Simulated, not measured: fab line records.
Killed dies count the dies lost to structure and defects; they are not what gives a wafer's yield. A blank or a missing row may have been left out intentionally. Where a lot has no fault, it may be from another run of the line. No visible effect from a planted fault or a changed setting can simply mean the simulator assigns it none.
Matching of chambers ; flow sfqLine ; cmp-01 running SFQ_TRILAYER_I3_CMP_CMP_082: 4 sister chambers
The step polishes SiO2. 8 wafers are shown with their chamber, then 8 later ones without.

WAFERS PAIRED WITH THEIR CHAMBERS
wafer;chamber;motorCurrentA (A);timeToEndpointS (s)
L304.3;1;10.6;202
L304.5;1;10.2;213
L307.6;3;9.5;216
L309.1;0;11.1;216
L309.2;2;10.7;213
L309.5;0;11.6;215
L311.2;3;10.3;220
L311.4;2;10.2;211

WAFERS WITHOUT THEIR CHAMBER
wafer;motorCurrentA (A);timeToEndpointS (s)
L311.6;10.3;219
L312.3;11.1;195
L312.4;9.9;212
L312.5;10.5;205
L314.1;11.2;199
L314.4;9.9;219
L316.5;9.7;215
L316.6;10.4;205

THE CHAMBER EACH PASSED THROUGH
wafer;from the rows above;in truth
L311.6;can't be placed: 3 or 2 or 0 or 1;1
L312.3;can't be placed: 1 or 2 or 0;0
L312.4;can't be placed: 2 or 3 or 1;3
L312.5;can't be placed: 1 or 2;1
L314.1;can't be placed: 1 or 2 or 0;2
L314.4;can't be placed: 3 or 2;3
L316.5;can't be placed: 3 or 2 or 1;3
L316.6;can't be placed: 1 or 2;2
0 of 8 placed correctly. Cannot be placed on the basis of these rows: 8; the candidates contain the true chamber in 8. Number placed wrongly: 0.
How it was worked out, from the rows above alone: a wafer's distance from a chamber is the root of the sum, over the readings, of the square of ((its reading less the chamber's mean) divided by the reading's scatter). The wafer belongs to the nearest chamber; if the next one is less than 2 further off, it can't be placed. For every chamber, the mean is computed from those of its wafers that are shown. The scatter: the root of (the sum of the squares of (reading less its chamber's mean) over the shown wafers, divided by (wafers less chambers)).
